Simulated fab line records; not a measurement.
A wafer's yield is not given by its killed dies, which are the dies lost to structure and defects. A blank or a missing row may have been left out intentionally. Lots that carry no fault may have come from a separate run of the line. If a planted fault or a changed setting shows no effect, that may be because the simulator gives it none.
fab line records + flow gf180mcu
record
- lots=5
- wafers=15
- last_day=34
route steps=602 shown TOP_METAL@584 PASSIVATION@587
lots untouched by any fault: they come from a run of this same line in which no faults occurred
start_h: the number of hours between the record's first day and the start of the first shown wafer of the lot + wait_h: hours elapsed since this lot's preceding step + " same as the row above + L1.1+2: several wafers, shown together as one row + - no value, or no start given + * or withheld: withheld + < > ~ a bound
route shown NAME@n: a module of which the file shows steps, and the number in the route of the first + usual: the fault-free wafers' mean and standard deviation + same: alike in all rows + chamber/n: place in a boat + sites: readings site by site + _std_site: the values' standard deviation + _edge_site: mean of outer sites minus mean of inner sites + radius_mm: for every site, how far away it sits from the centre of the wafer + mask NAME#n: copy n + behind: tool/chamber where the wafer was last shaped + hold: cause of the lot's hold/its duration in hours/its outcome + device: the transistor (n, p or np) that didn't switch + end of line: tests run on the same wafers once the route is complete + for a step that has no rows: nothing shown but its recipe + killed: at the first sort, the dies lost to defects and structure; wafer yield is something else + map: dies across one wafer; x = killed, . = not, _ = none there
set.NAME: the setting as run; set.NAME@STEP: as run at that earlier step + model.NAME: the simulator's own value behind a step, which no gauge read
lots at some steps of the route; a table a step, a row a wafer
services: from which hour (start_h, from the record's first day; less than 0 if before it) a tool's chamber was out of use, for how many hours, and why
## steps
# step GF_TOP_METAL_STRIP_17
# recipe
- chemistry=O2/N2
- power_w=1400
- pressure_mtorr=1500
- platen_temp_c=250
- o2_flow_sccm=3000
- n2_flow_sccm=300
- overash_fraction=0.5
# usual
- chamber_pressure_mTorr=1500.0/1.4
- drypump_motor_current_A=5.7/0.43
- heater_power_w=326/29
- oes_product_au=0.711/0.0046
- strip_time_to_endpoint_s=13.45/0.085
| lot.wafer | tool            | chamber | start_h | wait_h | chamber_pressure_mTorr | drypump_motor_current_A | heater_power_w | oes_product_au | rf_hours_counter_h | strip_time_to_endpoint_s |
|-----------|-----------------|---------|---------|--------|------------------------|-------------------------|----------------|----------------|--------------------|--------------------------|
| L076.3    | plasma_asher-04 | 0       | 677.07  | 0.1    | 1502.8                 | 5.5                     | 336            | 0.705          | -                  | 13.55                    |
| L076.4    | "               | 1       | "       | "      | 1497.0                 | 5.2                     | 353            | 0.713          | -                  | 13.44                    |
| L076.5    | "               | 0       | "       | "      | 1499.8                 | 5.5                     | 342            | 0.708          | -                  | 13.47                    |
| L079.1    | plasma_asher-02 | 0       | 695.36  | 0.1    | 1501.7                 | 6.2                     | 279            | 0.711          | 93                 | 13.39                    |
| L079.4    | "               | 1       | "       | "      | 1501.9                 | 6.3                     | 301            | 0.715          | -                  | 13.34                    |
| L079.5    | "               | 1       | "       | "      | 1502.7                 | 6.2                     | 304            | 0.716          | -                  | 13.35                    |
| L080.3    | plasma_asher-04 | 1       | 701.02  | 0.1    | 1500.2                 | 5.2                     | 364            | 0.706          | -                  | 13.37                    |
| L080.5    | "               | 1       | "       | "      | 1499.2                 | 5.2                     | 356            | 0.712          | -                  | 13.40                    |
| L080.6    | "               | 0       | "       | "      | 1499.9                 | 5.5                     | 341            | 0.713          | -                  | 13.33                    |
| L095.1    | plasma_asher-04 | 0       | 787.30  | 0.1    | 1500.7                 | 5.5                     | 335            | 0.718          | 34                 | 13.49                    |
| L095.3    | "               | 1       | "       | "      | 1500.1                 | 5.2                     | 354            | 0.718          | -                  | 13.40                    |
| L095.5    | "               | 1       | "       | "      | 1500.7                 | 5.2                     | 357            | 0.713          | -                  | 13.48                    |
| L097.3    | plasma_asher-02 | 0       | 799.72  | 0.1    | 1500.5                 | 6.3                     | 279            | 0.710          | -                  | 13.41                    |
| L097.5    | "               | 0       | "       | "      | 1499.6                 | 6.3                     | 283            | 0.711          | -                  | 13.40                    |
| L097.6    | "               | 1       | "       | "      | 1500.6                 | 6.3                     | 313            | 0.710          | -                  | 13.38                    |
# step GF_TOP_METAL_STRIP_18
# recipe
- chemistry=post_etch_residue_remover
- time_s=1200
- temp_c=72.5
| lot.wafer  | tool         | chamber | start_h | wait_h |
|------------|--------------|---------|---------|--------|
| L076.3+4+5 | wet_bench-02 | 3       | 677.14  | 0.0    |
| L079.1+4+5 | wet_bench-01 | 1       | 695.46  | 0.1    |
| L080.3+5+6 | wet_bench-01 | 3       | 701.09  | 0.0    |
| L095.1+3+5 | wet_bench-03 | 1       | 787.40  | 0.1    |
| L097.3+5+6 | wet_bench-01 | 1       | 799.79  | 0.0    |
# step GF_TOP_METAL_CLEAN_19
# recipe
- chemistry=DIW
- dry=n2_spin
| lot.wafer  | tool         | chamber | start_h | wait_h |
|------------|--------------|---------|---------|--------|
| L076.3+4+5 | wet_bench-03 | 2       | 677.51  | 0.0    |
| L079.1+4+5 | wet_bench-03 | 0       | 695.80  | 0.0    |
| L080.3+5+6 | wet_bench-03 | 1       | 701.43  | 0.0    |
| L095.1+3+5 | wet_bench-03 | 2       | 787.75  | 0.0    |
| L097.3+5+6 | wet_bench-01 | 0       | 800.13  | 0.0    |
# step GF_PASSIVATION_CVD_00
# recipe
- material=SiO2
- target_thk_nm=1000
- precursor=TEOS
- temp_c=400
- time_s=111.95
- rf_w=600
# usual
- heater_power_w=680/120
| lot.wafer | tool     | chamber | start_h | wait_h | heater_power_w |
|-----------|----------|---------|---------|--------|----------------|
| L076.3    | pecvd-01 | 2       | 677.61  | 0.0    | 913            |
| L076.4    | "        | 0       | "       | "      | 705            |
| L076.5    | "        | 1       | "       | "      | 516            |
| L079.1    | pecvd-01 | 1       | 695.99  | 0.0    | 571            |
| L079.4    | "        | 0       | "       | "      | 697            |
| L079.5    | "        | 2       | "       | "      | 912            |
| L080.3    | pecvd-03 | 1       | 701.52  | 0.0    | 570            |
| L080.5    | "        | 0       | "       | "      | 673            |
| L080.6    | "        | 2       | "       | "      | 670            |
| L095.1    | pecvd-03 | 0       | 787.84  | 0.0    | 678            |
| L095.3    | "        | 1       | "       | "      | 575            |
| L095.5    | "        | 2       | "       | "      | 682            |
| L097.3    | pecvd-04 | 1       | 800.22  | 0.0    | 740            |
| L097.5    | "        | 1       | "       | "      | 607            |
| L097.6    | "        | 0       | "       | "      | 655            |
# step GF_PASSIVATION_THK_MEAS_01
# recipe
- reads=SiO2_of_PASSIVATION_CVD_00
# usual
- PASSIVATION_CVD_00_THK=1002/12
| lot.wafer | tool          | chamber | start_h | wait_h | PASSIVATION_CVD_00_THK[nm] |
|-----------|---------------|---------|---------|--------|----------------------------|
| L076.3    | film_metro-03 | -       | 677.71  | 0.1    | 994                        |
| L076.4    | "             | -       | "       | "      | 1024                       |
| L076.5    | "             | -       | "       | "      | 1011                       |
| L079.1    | film_metro-03 | -       | 696.06  | 0.0    | 997                        |
| L079.4    | "             | -       | "       | "      | 1026                       |
| L079.5    | "             | -       | "       | "      | 1007                       |
| L080.3    | film_metro-03 | -       | 701.62  | 0.1    | 986                        |
| L080.5    | "             | -       | "       | "      | 997                        |
| L080.6    | "             | -       | "       | "      | 1025                       |
| L095.1    | film_metro-04 | -       | 787.92  | 0.0    | 993                        |
| L095.3    | "             | -       | "       | "      | 983                        |
| L095.5    | "             | -       | "       | "      | 1022                       |
| L097.3    | film_metro-04 | -       | 800.32  | 0.1    | 985                        |
| L097.5    | "             | -       | "       | "      | 1008                       |
| L097.6    | "             | -       | "       | "      | 1011                       |
# step GF_PASSIVATION_CVD_02
# recipe
- material=Si3N4
- target_thk_nm=700
- time_s=486.18
- temp_c=400
- rf_w=450
# usual
- heater_power_w=731/110
| lot.wafer | tool     | chamber | start_h | wait_h | heater_power_w |
|-----------|----------|---------|---------|--------|----------------|
| L076.3    | pecvd-03 | 1       | 677.75  | 0.0    | 559            |
| L076.4    | "        | 0       | "       | "      | 756            |
| L076.5    | "        | 1       | "       | "      | 602            |
| L079.1    | pecvd-01 | 1       | 696.12  | 0.1    | 637            |
| L079.4    | "        | 1       | "       | "      | 680            |
| L079.5    | "        | 2       | "       | "      | 895            |
| L080.3    | pecvd-01 | 0       | 701.66  | 0.0    | 735            |
| L080.5    | "        | 1       | "       | "      | 702            |
| L080.6    | "        | 2       | "       | "      | 1005           |
| L095.1    | pecvd-01 | 0       | 787.98  | 0.1    | 697            |
| L095.3    | "        | 2       | "       | "      | 879            |
| L095.5    | "        | 2       | "       | "      | 933            |
| L097.3    | pecvd-01 | 0       | 800.36  | 0.0    | 753            |
| L097.5    | "        | 0       | "       | "      | 614            |
| L097.6    | "        | 2       | "       | "      | 921            |
# step GF_PASSIVATION_THK_MEAS_03
# recipe
- reads=Si3N4_of_PASSIVATION_CVD_02
# usual
- PASSIVATION_CVD_02_THK=698/8.2
| lot.wafer | tool          | chamber | start_h | wait_h | PASSIVATION_CVD_02_THK[nm] |
|-----------|---------------|---------|---------|--------|----------------------------|
| L076.3    | film_metro-04 | -       | 678.06  | 0.2    | 686                        |
| L076.4    | "             | -       | "       | "      | 707                        |
| L076.5    | "             | -       | "       | "      | 706                        |
| L079.1    | film_metro-04 | -       | 696.41  | 0.1    | 684                        |
| L079.4    | "             | -       | "       | "      | 698                        |
| L079.5    | "             | -       | "       | "      | 695                        |
| L080.3    | film_metro-01 | -       | 701.97  | 0.2    | 695                        |
| L080.5    | "             | -       | "       | "      | 699                        |
| L080.6    | "             | -       | "       | "      | 706                        |
| L095.1    | film_metro-01 | -       | 788.26  | 0.1    | 698                        |
| L095.3    | "             | -       | "       | "      | 693                        |
| L095.5    | "             | -       | "       | "      | 703                        |
| L097.3    | film_metro-04 | -       | 800.66  | 0.2    | 687                        |
| L097.5    | "             | -       | "       | "      | 700                        |
| L097.6    | "             | -       | "       | "      | 702                        |
# step GF_PASSIVATION_DEHYDRATE_04
# recipe
- temp_c=200
- time_s=60
# usual
- exhaust_pa=44.9/0.78
| lot.wafer | tool           | chamber | start_h | wait_h | exhaust_pa |
|-----------|----------------|---------|---------|--------|------------|
| L076.3    | litho_track-04 | 0       | 686.53  | 8.5    | 43.8       |
| L076.4    | "              | 0       | "       | "      | 46.2       |
| L076.5    | "              | 0       | "       | "      | 45.3       |
| L079.1    | litho_track-03 | 0       | 704.66  | 8.2    | 43.6       |
| L079.4    | "              | 0       | "       | "      | 44.1       |
| L079.5    | "              | 0       | "       | "      | 44.2       |
| L080.3    | litho_track-02 | 0       | 710.33  | 8.4    | 44.2       |
| L080.5    | "              | 0       | "       | "      | 45.3       |
| L080.6    | "              | 0       | "       | "      | 44.4       |
| L095.1    | litho_track-04 | 0       | 795.27  | 7.0    | 44.5       |
| L095.3    | "              | 0       | "       | "      | 44.4       |
| L095.5    | "              | 0       | "       | "      | 44.9       |
| L097.3    | litho_track-02 | 0       | 807.08  | 6.4    | 44.1       |
| L097.5    | "              | 0       | "       | "      | 44.6       |
| L097.6    | "              | 0       | "       | "      | 44.5       |
# step GF_PASSIVATION_HMDS_05
# recipe
- prime_time_s=60
- prime_temp_c=119
# usual
- exhaust_pa=45.3/0.96
| lot.wafer | tool           | chamber | start_h | wait_h | exhaust_pa |
|-----------|----------------|---------|---------|--------|------------|
| L076.3    | litho_track-04 | 0       | 686.68  | 0.1    | 45.3       |
| L076.4    | "              | 0       | "       | "      | 45.7       |
| L076.5    | "              | 0       | "       | "      | 45.1       |
| L079.1    | litho_track-03 | 0       | 704.81  | 0.1    | 43.7       |
| L079.4    | "              | 0       | "       | "      | 44.1       |
| L079.5    | "              | 0       | "       | "      | 44.8       |
| L080.3    | litho_track-02 | 0       | 710.48  | 0.1    | 45.3       |
| L080.5    | "              | 0       | "       | "      | 46.0       |
| L080.6    | "              | 0       | "       | "      | 47.5       |
| L095.1    | litho_track-04 | 0       | 795.42  | 0.1    | 45.9       |
| L095.3    | "              | 0       | "       | "      | 46.3       |
| L095.5    | "              | 0       | "       | "      | 45.1       |
| L097.3    | litho_track-02 | 0       | 807.23  | 0.1    | 46.2       |
| L097.5    | "              | 0       | "       | "      | 45.3       |
| L097.6    | "              | 0       | "       | "      | 45.6       |
# step GF_PASSIVATION_COAT_06
# recipe
- spin_rpm=2000
- resist_thk_nm=4000
# usual
- dispense_pressure_kPa=46.0/1.7
- exhaust_pa=45.2/0.9
| lot.wafer | tool           | chamber | start_h | wait_h | dispense_pressure_kPa | exhaust_pa |
|-----------|----------------|---------|---------|--------|-----------------------|------------|
| L076.3    | litho_track-04 | 0       | 686.83  | 0.1    | 44.2                  | 43.8       |
| L076.4    | "              | 0       | "       | "      | 44.2                  | 43.5       |
| L076.5    | "              | 0       | "       | "      | 44.2                  | 44.5       |
| L079.1    | litho_track-03 | 0       | 704.96  | 0.1    | 47.4                  | 44.0       |
| L079.4    | "              | 0       | "       | "      | 47.4                  | 44.2       |
| L079.5    | "              | 0       | "       | "      | 47.4                  | 43.6       |
| L080.3    | litho_track-02 | 0       | 710.63  | 0.1    | 47.8                  | 44.0       |
| L080.5    | "              | 0       | "       | "      | 47.8                  | 44.8       |
| L080.6    | "              | 0       | "       | "      | 47.8                  | 44.5       |
| L095.1    | litho_track-04 | 0       | 795.57  | 0.1    | 44.3                  | 44.2       |
| L095.3    | "              | 0       | "       | "      | 44.2                  | 45.1       |
| L095.5    | "              | 0       | "       | "      | 44.2                  | 46.3       |
| L097.3    | litho_track-02 | 0       | 807.38  | 0.1    | 47.9                  | 45.9       |
| L097.5    | "              | 0       | "       | "      | 47.8                  | 45.1       |
| L097.6    | "              | 0       | "       | "      | 47.9                  | 46.2       |
# step GF_PASSIVATION_SOFTBAKE_07
# recipe
- temp_c=110
- time_s=withheld
# usual
- exhaust_pa=45.1/0.92
| lot.wafer | tool           | chamber | start_h | wait_h | exhaust_pa |
|-----------|----------------|---------|---------|--------|------------|
| L076.3    | litho_track-04 | 0       | 686.99  | 0.1    | 46.7       |
| L076.4    | "              | 0       | "       | "      | 45.9       |
| L076.5    | "              | 0       | "       | "      | 45.9       |
| L079.1    | litho_track-03 | 0       | 705.11  | 0.1    | 45.8       |
| L079.4    | "              | 0       | "       | "      | 45.4       |
| L079.5    | "              | 0       | "       | "      | 45.8       |
| L080.3    | litho_track-02 | 0       | 710.80  | 0.1    | 44.9       |
| L080.5    | "              | 0       | "       | "      | 44.3       |
| L080.6    | "              | 0       | "       | "      | 45.0       |
| L095.1    | litho_track-04 | 0       | 795.72  | 0.1    | 45.7       |
| L095.3    | "              | 0       | "       | "      | 44.6       |
| L095.5    | "              | 0       | "       | "      | 45.5       |
| L097.3    | litho_track-02 | 0       | 807.55  | 0.1    | 44.0       |
| L097.5    | "              | 0       | "       | "      | 45.9       |
| L097.6    | "              | 0       | "       | "      | 45.2       |
# step GF_PASSIVATION_EXPOSE_08
# recipe
- mask_id=Pad
- target_cd_nm=40000
- na=0.57
- dose_mj=310
# usual
- focus_offset_nm=0.1/0.47
- stage_vel_mm_s=500.00/0.25
| lot.wafer | tool             | chamber | start_h | wait_h | mask  | focus_offset_nm | stage_vel_mm_s |
|-----------|------------------|---------|---------|--------|-------|-----------------|----------------|
| L076.3    | iline_stepper-02 | 0       | -       | -      | Pad#0 | 0.4             | 500.03         |
| L076.4    | "                | 0       | "       | "      | Pad#0 | 0.8             | 500.14         |
| L076.5    | "                | 0       | "       | "      | Pad#0 | 0.9             | 500.06         |
| L079.1    | iline_stepper-01 | 0       | -       | -      | Pad#0 | 0.0             | 499.92         |
| L079.4    | "                | 0       | "       | "      | Pad#0 | 0.5             | 499.94         |
| L079.5    | "                | 0       | "       | "      | Pad#0 | -0.9            | 499.66         |
| L080.3    | iline_stepper-01 | 0       | -       | -      | Pad#0 | 0.4             | 499.78         |
| L080.5    | "                | 0       | "       | "      | Pad#0 | -0.7            | 500.25         |
| L080.6    | "                | 0       | "       | "      | Pad#0 | -0.2            | 500.59         |
| L095.1    | iline_stepper-02 | 0       | -       | -      | Pad#0 | 0.2             | 499.91         |
| L095.3    | "                | 0       | "       | "      | Pad#0 | -0.3            | 499.89         |
| L095.5    | "                | 0       | "       | "      | Pad#0 | -0.2            | 500.23         |
| L097.3    | iline_stepper-01 | 0       | -       | -      | Pad#0 | 0.3             | 500.06         |
| L097.5    | "                | 0       | "       | "      | Pad#0 | 0.6             | 500.16         |
| L097.6    | "                | 0       | "       | "      | Pad#0 | 0.1             | 500.17         |
# step GF_PASSIVATION_PEB_09
# recipe
- temp_c=115
- time_s=withheld
# usual
- exhaust_pa=44.9/0.88
| lot.wafer | tool           | chamber | start_h | wait_h | exhaust_pa |
|-----------|----------------|---------|---------|--------|------------|
| L076.3    | litho_track-03 | 0       | -       | -      | 46.0       |
| L076.4    | "              | 0       | "       | "      | 45.2       |
| L076.5    | "              | 0       | "       | "      | 45.0       |
| L079.1    | litho_track-03 | 0       | -       | -      | 43.4       |
| L079.4    | "              | 0       | "       | "      | 42.2       |
| L079.5    | "              | 0       | "       | "      | 44.0       |
| L080.3    | litho_track-02 | 0       | -       | -      | 43.6       |
| L080.5    | "              | 0       | "       | "      | 45.1       |
| L080.6    | "              | 0       | "       | "      | 45.2       |
| L095.1    | litho_track-03 | 0       | -       | -      | 44.0       |
| L095.3    | "              | 0       | "       | "      | 45.1       |
| L095.5    | "              | 0       | "       | "      | 45.4       |
| L097.3    | litho_track-03 | 0       | -       | -      | 45.0       |
| L097.5    | "              | 0       | "       | "      | 44.4       |
| L097.6    | "              | 0       | "       | "      | 43.8       |
# step GF_PASSIVATION_DEVELOP_10
# recipe
- develop_time_s=60
- dev_temp_c=23
# usual
- exhaust_pa=45.0/0.96
# same
- develop_time_s=60
| lot.wafer | tool           | chamber | start_h | wait_h | exhaust_pa |
|-----------|----------------|---------|---------|--------|------------|
| L076.3    | litho_track-03 | 0       | -       | -      | 44.6       |
| L076.4    | "              | 0       | "       | "      | 44.4       |
| L076.5    | "              | 0       | "       | "      | 46.1       |
| L079.1    | litho_track-03 | 0       | -       | -      | 45.0       |
| L079.4    | "              | 0       | "       | "      | 46.5       |
| L079.5    | "              | 0       | "       | "      | 45.4       |
| L080.3    | litho_track-02 | 0       | -       | -      | 45.4       |
| L080.5    | "              | 0       | "       | "      | 45.0       |
| L080.6    | "              | 0       | "       | "      | 46.2       |
| L095.1    | litho_track-03 | 0       | -       | -      | 44.3       |
| L095.3    | "              | 0       | "       | "      | 45.0       |
| L095.5    | "              | 0       | "       | "      | 44.4       |
| L097.3    | litho_track-03 | 0       | -       | -      | 45.5       |
| L097.5    | "              | 0       | "       | "      | 44.0       |
| L097.6    | "              | 0       | "       | "      | 44.8       |
# step GF_PASSIVATION_ETCH_11
# recipe
- chemistry=CF4/O2
- target_depth_nm=1800
- stop_on=TiN
- source_w=800
- bias_w=150
- pressure_mtorr=150
- cf4_flow_sccm=80
- O2_flow_sccm=10
- time_s=400
# usual
- chamber_pressure_mTorr=150.01/0.14
- drypump_motor_current_A=5.7/0.51
- oes_product_au=0.963/0.0072
- throttle_valve_pct=5.961/0.0094
| lot.wafer | tool        | chamber | start_h | wait_h | chamber_pressure_mTorr | drypump_motor_current_A | oes_product_au | rf_hours_counter_h | throttle_valve_pct |
|-----------|-------------|---------|---------|--------|------------------------|-------------------------|----------------|--------------------|--------------------|
| L076.3    | rie_diel-02 | 1       | 696.71  | -      | 149.85                 | 5.0                     | 0.962          | 14                 | 5.966              |
| L076.4    | "           | 0       | "       | "      | 149.83                 | 4.8                     | 0.971          | 12                 | 5.960              |
| L076.5    | "           | 0       | "       | "      | 149.97                 | 4.8                     | 0.973          | -                  | 5.971              |
| L079.1    | rie_diel-03 | 0       | 714.86  | -      | 149.99                 | 5.2                     | 0.959          | 2                  | 5.951              |
| L079.4    | "           | 3       | "       | "      | 150.12                 | 6.1                     | 0.969          | 20                 | 5.959              |
| L079.5    | "           | 3       | "       | "      | 150.10                 | 6.1                     | 0.959          | -                  | 5.971              |
| L080.3    | rie_diel-04 | 0       | 719.63  | -      | 150.12                 | 6.1                     | 0.961          | 19                 | 5.953              |
| L080.5    | "           | 1       | "       | "      | 150.14                 | 5.8                     | 0.955          | -                  | 5.958              |
| L080.6    | "           | 2       | "       | "      | 150.11                 | 5.6                     | 0.978          | -                  | 5.956              |
| L095.1    | rie_diel-04 | 2       | 802.85  | -      | 150.06                 | 5.6                     | 0.957          | 40                 | 5.965              |
| L095.3    | "           | 0       | "       | "      | 150.13                 | 6.1                     | 0.963          | 23                 | 5.946              |
| L095.5    | "           | 0       | "       | "      | 149.98                 | 6.2                     | 0.971          | -                  | 5.978              |
| L097.3    | rie_diel-02 | 1       | 815.05  | -      | 149.87                 | 5.0                     | 0.947          | 19                 | 5.965              |
| L097.5    | "           | 3       | "       | "      | 149.98                 | 5.2                     | 0.965          | -                  | 5.973              |
| L097.6    | "           | 0       | "       | "      | 150.21                 | 4.8                     | 0.973          | -                  | 5.963              |
# step GF_PASSIVATION_STRIP_12
# recipe
- chemistry=O2/N2
- power_w=1400
- pressure_mtorr=1500
- platen_temp_c=250
- o2_flow_sccm=3000
- n2_flow_sccm=300
- overash_fraction=0.5
# usual
- chamber_pressure_mTorr=1500.0/1.4
- drypump_motor_current_A=5.8/0.53
- heater_power_w=328/29
- oes_product_au=0.720/0.0047
- strip_time_to_endpoint_s=34.88/0.29
| lot.wafer | tool            | chamber | start_h | wait_h | chamber_pressure_mTorr | drypump_motor_current_A | heater_power_w | oes_product_au | rf_hours_counter_h | strip_time_to_endpoint_s |
|-----------|-----------------|---------|---------|--------|------------------------|-------------------------|----------------|----------------|--------------------|--------------------------|
| L076.3    | plasma_asher-03 | 0       | 696.98  | 0.2    | 1500.6                 | 6.1                     | 355            | 0.724          | -                  | 35.21                    |
| L076.4    | "               | 1       | "       | "      | 1501.8                 | 6.6                     | 303            | 0.712          | -                  | 35.03                    |
| L076.5    | "               | 1       | "       | "      | 1501.8                 | 6.6                     | 306            | 0.716          | -                  | 35.12                    |
| L079.1    | plasma_asher-01 | 0       | 715.09  | 0.1    | 1500.3                 | 5.3                     | 350            | 0.713          | 110                | 34.83                    |
| L079.4    | "               | 0       | "       | "      | 1499.0                 | 5.3                     | 353            | 0.720          | -                  | 34.82                    |
| L079.5    | "               | 1       | "       | "      | 1500.1                 | 5.4                     | 278            | 0.713          | -                  | 34.75                    |
| L080.3    | plasma_asher-03 | 1       | 719.90  | 0.2    | 1500.9                 | 6.6                     | 308            | 0.722          | -                  | 35.14                    |
| L080.5    | "               | 0       | "       | "      | 1500.8                 | 6.1                     | 346            | 0.720          | -                  | 35.37                    |
| L080.6    | "               | 1       | "       | "      | 1497.9                 | 6.6                     | 304            | 0.712          | -                  | 35.10                    |
| L095.1    | plasma_asher-01 | 0       | 803.09  | 0.1    | 1500.5                 | 5.2                     | 333            | 0.722          | 3                  | 34.72                    |
| L095.3    | "               | 0       | "       | "      | 1500.1                 | 5.3                     | 334            | 0.726          | -                  | 34.71                    |
| L095.5    | "               | 0       | "       | "      | 1501.0                 | 5.3                     | 338            | 0.712          | -                  | 34.75                    |
| L097.3    | plasma_asher-01 | 0       | 815.33  | 0.2    | 1500.1                 | 5.3                     | 341            | 0.712          | -                  | 35.10                    |
| L097.5    | "               | 0       | "       | "      | 1500.7                 | 5.3                     | 333            | 0.727          | -                  | 35.04                    |
| L097.6    | "               | 1       | "       | "      | 1498.6                 | 5.4                     | 280            | 0.727          | -                  | 35.02                    |
# step GF_PASSIVATION_ANNEAL_13
# recipe
- temp_c=400
- time_s=1800
- ambient=N2/H2
- idle_temp_c=300
- ramp_up_c_per_min=10
- ramp_down_c_per_min=3
# usual
- tube_center_temp_C=400/0.036
| lot.wafer | tool       | chamber | start_h | wait_h | tube_center_temp_C |
|-----------|------------|---------|---------|--------|--------------------|
| L076.3    | furnace-02 | 0       | 697.05  | 0.0    | 400.02             |
| L076.4    | "          | 0       | "       | "      | 399.95             |
| L076.5    | "          | 0       | "       | "      | 400                |
| L079.1    | furnace-02 | 0       | 715.19  | 0.1    | 400                |
| L079.4    | "          | 0       | "       | "      | 399.94             |
| L079.5    | "          | 0       | "       | "      | 400.01             |
| L080.3    | furnace-01 | 0       | 719.97  | 0.0    | 400                |
| L080.5    | "          | 0       | "       | "      | 400.01             |
| L080.6    | "          | 0       | "       | "      | 399.93             |
| L095.1    | furnace-01 | 0       | 803.19  | 0.1    | 399.99             |
| L095.3    | "          | 0       | "       | "      | 399.99             |
| L095.5    | "          | 0       | "       | "      | 399.99             |
| L097.3    | furnace-01 | 0       | 815.39  | 0.0    | 400                |
| L097.5    | "          | 0       | "       | "      | 399.99             |
| L097.6    | "          | 0       | "       | "      | 399.97             |
# step GF_PASSIVATION_BOW_MEAS_14
# recipe
- mode=bow
# usual
- PASSIVATION_BOW=133/10
| lot.wafer | tool          | chamber | start_h | wait_h | PASSIVATION_BOW[um] |
|-----------|---------------|---------|---------|--------|---------------------|
| L076.3    | film_metro-04 | -       | 698.59  | 0.0    | 133                 |
| L076.4    | "             | -       | "       | "      | 149                 |
| L076.5    | "             | -       | "       | "      | 151                 |
| L079.1    | film_metro-01 | -       | 716.69  | 0.0    | 140                 |
| L079.4    | "             | -       | "       | "      | 125                 |
| L079.5    | "             | -       | "       | "      | 143                 |
| L080.3    | film_metro-03 | -       | 721.51  | 0.0    | 145                 |
| L080.5    | "             | -       | "       | "      | 146                 |
| L080.6    | "             | -       | "       | "      | 144                 |
| L095.1    | film_metro-04 | -       | 804.69  | 0.0    | 121                 |
| L095.3    | "             | -       | "       | "      | 107                 |
| L095.5    | "             | -       | "       | "      | 127                 |
| L097.3    | film_metro-04 | -       | 816.93  | 0.0    | 129                 |
| L097.5    | "             | -       | "       | "      | 125                 |
| L097.6    | "             | -       | "       | "      | 134                 |
## services
| tool             | chamber | start_h | hours | kind       |
|------------------|---------|---------|-------|------------|
| rie_diel-04      | 2       | 653.41  | 7.1   | repair     |
| rie_diel-03      | 3       | 661.04  | 4.8   | repair     |
| rie_diel-04      | 3       | 697.00  | 3.6   | repair     |
| furnace-02       | -       | 700.90  | 2.2   | pm         |
| pecvd-04         | -       | 711.17  | 6.0   | pm         |
| rie_diel-02      | 2       | 719.20  | 2.9   | repair     |
| iline_stepper-02 | -       | 721.68  | 1.7   | pm         |
| pecvd-01         | 0       | 725.72  | 20.1  | repair     |
| rie_diel-04      | -       | 727.27  | 2.8   | pm         |
| plasma_asher-01  | -       | 733.75  | 9.0   | pm         |
| plasma_asher-01  | 0       | 733.75  | 19.9  | vent_cycle |
| plasma_asher-01  | 1       | 733.75  | 19.9  | vent_cycle |
| rie_diel-02      | 3       | 734.54  | 4.4   | repair     |
| pecvd-03         | -       | 736.57  | 2.8   | pm         |
| plasma_asher-01  | -       | 736.91  | 16.8  | repair     |
| plasma_asher-03  | -       | 754.96  | 2.8   | pm         |
| plasma_asher-01  | -       | 756.73  | 18.1  | repair     |
| iline_stepper-02 | -       | 757.52  | 4.7   | repair     |
| rie_diel-04      | 2       | 765.60  | 6.1   | repair     |
| rie_diel-03      | 0       | 779.59  | 12.9  | repair     |
| iline_stepper-01 | -       | 793.98  | 6.9   | repair     |
| rie_diel-02      | 2       | 796.74  | 6.7   | repair     |
| pecvd-03         | -       | 799.38  | 14.0  | pm         |
| furnace-01       | -       | 806.38  | 3.5   | pm         |
## key
fault none
